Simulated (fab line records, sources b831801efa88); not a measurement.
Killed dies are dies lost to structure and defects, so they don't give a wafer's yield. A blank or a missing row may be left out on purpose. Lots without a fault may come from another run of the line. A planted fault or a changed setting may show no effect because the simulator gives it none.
Which tool did it? | flow gf180mcu | 12 lots, 36 wafers sampled, at 5 steps of a route of 602

WHAT THE GAUGES READ, wafer by wafer
GF_PASSIVATION_THK_MEAS_01.
lot  | measured     | on            | PASSIVATION_CVD_00_THK (nm)
L075 | day 28 11:54 | film_metro-04 | 979 989 1006
L077 | day 29 10:07 | film_metro-04 | 1018 1010 1012
L079 | day 29 14:24 | film_metro-03 | 990 1012 1010
L081 | day 30 08:24 | film_metro-04 | 1016 998 1008
L083 | day 30 20:24 | film_metro-02 | 976 982 970
L085 | day 31 12:35 | film_metro-02 | 998 1006 988
L087 | day 32 04:36 | film_metro-04 | 1000 1008 1014
L089 | day 32 08:46 | film_metro-02 | 1008 1014 1006
L091 | day 32 23:09 | film_metro-02 | 996 1011 1022
L093 | day 33 09:39 | film_metro-02 | 978 1017 986
L095 | day 33 23:53 | film_metro-04 | 1001 1018 1018
L097 | day 34 07:35 | film_metro-04 | 1000 997 968

WHICH TOOL RAN EACH LOT (tool, then ch and the chambers of the sampled wafers, then the start)
lot  | GF_V4_ETCH_16                      | GF_V4_CMP_26                  | GF_V5_ETCH_16                      | GF_V5_SPUTTER_21
L075 | rie_diel-01 ch 2,3, day 24 19:08   | cmp-01 ch 0,2,3, day 24 20:19 | rie_diel-04 ch 0,1,2, day 27 13:18 | pvd_sputter-03, day 27 14:04
L077 | rie_diel-01 ch 1,3, day 25 17:44   | cmp-01 ch 1,2, day 25 18:49   | rie_diel-01 ch 0,1, day 28 11:43   | pvd_sputter-04, day 28 12:26
L079 | rie_diel-01 ch 1,2,3, day 25 23:19 | cmp-02 ch 0,1,3, day 26 00:29 | rie_diel-01 ch 0,2,3, day 28 16:25 | pvd_sputter-03, day 28 17:07
L081 | rie_diel-02 ch 0,1,2, day 26 19:02 | cmp-02 ch 1,2, day 26 20:05   | rie_diel-04 ch 1,2, day 29 11:35   | pvd_sputter-01, day 29 12:19
L083 | rie_diel-03 ch 1,2,3, day 27 08:29 | cmp-02 ch 0,2,3, day 27 09:43 | rie_diel-03 ch 0,2, day 29 23:14   | pvd_sputter-03, day 30 00:01
L085 | rie_diel-01 ch 0,1, day 28 03:02   | cmp-01 ch 1,2,3, day 28 04:14 | rie_diel-03 ch 0,3, day 30 16:29   | pvd_sputter-04, day 30 17:11
L087 | rie_diel-01 ch 0,1,2, day 28 20:16 | cmp-01 ch 0,1,3, day 28 21:22 | rie_diel-04 ch 0,2, day 31 08:47   | pvd_sputter-01, day 31 09:28
L089 | rie_diel-02 ch 1,2, day 29 03:05   | cmp-01 ch 0,1,3, day 29 04:09 | rie_diel-03 ch 0,1,3, day 31 13:11 | pvd_sputter-04, day 31 13:55
L091 | rie_diel-03 ch 1,2,3, day 29 19:07 | cmp-02 ch 0,1,3, day 29 20:19 | rie_diel-01 ch 0,2,3, day 32 04:07 | pvd_sputter-01, day 32 04:48
L093 | rie_diel-02 ch 0,1,2, day 30 07:28 | cmp-02 ch 0,2, day 30 08:34   | rie_diel-04 ch 0,1,3, day 32 15:17 | pvd_sputter-01, day 32 15:58
L095 | rie_diel-01 ch 0,3, day 30 23:07   | cmp-01 ch 0,2,3, day 31 00:11 | rie_diel-04 ch 0,1,2, day 33 05:53 | pvd_sputter-01, day 33 06:35
L097 | rie_diel-02 ch 0,2, day 31 08:05   | cmp-02 ch 0,1,3, day 31 09:14 | rie_diel-01 ch 0,2, day 33 13:05   | pvd_sputter-04, day 33 13:49
- GF_V4_ETCH_16: etches BARC in N2/H2.
- GF_V4_CMP_26: polishes, stops on SiO2, t overpolish 15 s, target thk 0 nm.
- GF_V5_ETCH_16: etches BARC in N2/H2.
- GF_V5_SPUTTER_21: material Ti, target thk 15 nm, time 80.02 s.

THE ANSWER, worked out from the rows above alone
Rule: what is usual is taken from the lots themselves. Put in order of their means at a reading, lots are off if they are a third of the lots or fewer, leave a main group of 4 or more, and stand apart from it by a gap of 3 or more times the standard deviation of the main group's means; of several such gaps the widest counts. A main group whose means are all the same, to the digits that the tables above print for the reading, isn't used. A lot without any number at a reading at which 4 lots or more have one is off too. The other lots that the step has rows for count as sound.
No lot is off at any reading shown: from this, nothing can be told.

WHAT THE SIMULATOR HAD PUT IN
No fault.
